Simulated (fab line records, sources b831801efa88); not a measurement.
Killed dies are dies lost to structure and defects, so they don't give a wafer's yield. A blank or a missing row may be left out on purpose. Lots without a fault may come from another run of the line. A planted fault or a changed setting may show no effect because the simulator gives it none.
Chamber matching | flow gf180mcu | GF_V3_CVD_02 on pecvd-02: 3 sister chambers
The step deposits SiO2 from TEOS, target thk 850 nm, time 94.851 s. 6 wafers are shown with their chamber, then 12 later ones without.

WAFERS WITH THEIR CHAMBER
wafer  | chamber | heater_power_w (W)
L081.4 | 1       | 754
L081.5 | 2       | 552
L081.6 | 0       | 641
L083.1 | 1       | 657
L083.2 | 0       | 583
L083.3 | 2       | 558

WAFERS WITHOUT THEIR CHAMBER
wafer  | heater_power_w (W)
L083.4 | 705
L083.5 | 646
L083.6 | 587
L088.1 | 669
L088.2 | 731
L088.3 | 790
L088.4 | 535
L088.5 | 600
L088.6 | 596
L093.1 | 674
L093.5 | 722
L093.6 | 556

WHICH CHAMBER EACH WENT THROUGH
wafer  | from the rows above          | in truth
L083.4 | 1                            | 1
L083.5 | can't be placed: 0 or 1 or 2 | 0
L083.6 | can't be placed: 0 or 2      | 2
L088.1 | can't be placed: 1 or 0 or 2 | 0
L088.2 | 1                            | 1
L088.3 | 1                            | 1
L088.4 | can't be placed: 2 or 0      | 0
L088.5 | can't be placed: 0 or 2      | 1
L088.6 | can't be placed: 0 or 2      | 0
L093.1 | can't be placed: 1 or 0 or 2 | 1
L093.5 | 1                            | 1
L093.6 | can't be placed: 2 or 0      | 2
Placed correctly: 4 of 12. Can't be placed from these rows: 8 (the true chamber is among the candidates in 7). Placed wrongly: 0.
How it was worked out, from the rows above alone: a wafer's distance from a chamber is the root of the sum, over the readings, of the square of ((its reading less the chamber's mean) divided by the reading's scatter). The wafer belongs to the nearest chamber; if the next one is less than 2 further off, it can't be placed. A chamber's mean is the mean of its shown wafers. The scatter: the root of (the sum of the squares of (reading less its chamber's mean) over the shown wafers, divided by (wafers less chambers)).
